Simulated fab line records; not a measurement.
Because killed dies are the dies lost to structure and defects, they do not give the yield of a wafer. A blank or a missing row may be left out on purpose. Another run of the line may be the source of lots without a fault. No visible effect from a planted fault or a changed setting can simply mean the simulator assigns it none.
Code-filled problem report in 8D (eight disciplines) form / flow sky130 / the parts of the form that need people (team, actions taken, sign-off) are left out

== 1. THE ISSUE ==
Mean of oes product au at SKY_METAL1_METAL_ETCH_19: 0.819 a.u. across 6 wafers in 2 lots; on wafers with no fault it is 0.854 a.u. (standard deviation 0.0057). That is -6.2 standard deviations from the usual mean.
The step: etches the open film in Cl2/BCl3, stops on SiO2, target depth 360 nm, time 78 s.
The first sign was on wafer L105.2 at day 35 21:19, on rie metal-03. The record holds 30 wafers of 10 lots with a number at this step. Rule for "out" (also "out of limits"): further than 4 standard deviations from the usual mean. The other wafers with a number count as sound.

== 2. WHAT THIS IS AND IS NOT ==
question=which readings at this step | is=oes product au | is not=chamber pressure mTorr, drypump motor current A, throttle valve pct
question=which lots | is=L105, L107 | is not=L101, L103, L106, L112, L114, L115, L116, L997
question=which wafers of those lots | is=all that have a number | is not=-
question=read on which tools | is=rie metal-03 | is not=rie metal-01, rie metal-02
question=when | is=from day 35 21:19 | is not=up to then (9 sound wafers); but 15 sound wafers of L106, L112, L114, L115, L116 came after

== 3. SUSPECTS, AND WHAT RULES EACH OUT ==
Counting: a tool at a process step up to the reading stays a suspect if it ran every lot that is out and no sound lot after the first of them.
- rie metal-03 at SKY_METAL1_ETCH_18 (etches BARC in N2/H2, stops on SiO2, time 45.9 s, target depth 60 nm): ruled out as a lasting fault. Sound lots L114 ran on it after its first lot that is out, L105 (day 35 21:11).
- rie metal-03 at SKY_METAL1_METAL_ETCH_19 (etches the open film in Cl2/BCl3, stops on SiO2, target depth 360 nm, time 78 s): ruled out as a lasting fault. Sound lots L114 ran on it after its first lot that is out, L105 (day 35 21:19).
Left after counting: nothing in the record.

== 4. THE CAUSE (what the simulator had put in) ==
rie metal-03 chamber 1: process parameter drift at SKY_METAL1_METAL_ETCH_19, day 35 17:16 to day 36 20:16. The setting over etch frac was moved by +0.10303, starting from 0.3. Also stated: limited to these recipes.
Counting ruled it out, wrongly.

== 5. SEQUENCE OF EFFECTS, ordered by route ==
Each row: a reading where the mean over the struck wafers with a number is more than 3 standard deviations away from the usual. Only readings for which the record gives a usual standard deviation are gone through. hours: the time from each lot's start at the first step in this table that gives one to its start at this step, as a median over the lots. sigmas: the change in usual standard deviations.
hours=0; step=SKY_METAL1_METAL_ETCH_19; reading=oes product au; usual=0.854 a.u.; on struck wafers=0.819; change=-0.035; sigmas=-6.2
hours=0; step=SKY_METAL1_STRIP_20; reading=strip time to endpoint s; usual=2.71 s; on struck wafers=2.53; change=-0.18; sigmas=-4.7
The process steps in it:
- SKY_METAL1_METAL_ETCH_19: etches the open film in Cl2/BCl3, stops on SiO2, target depth 360 nm, time 78 s.
- SKY_METAL1_STRIP_20: strips in O2/N2.

== 6. HOW IT WOULD HAVE BEEN CAUGHT EARLIER ==
The fault began at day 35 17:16; the first out-of-limits reading in this record came at day 35 21:19, 4 hours later.
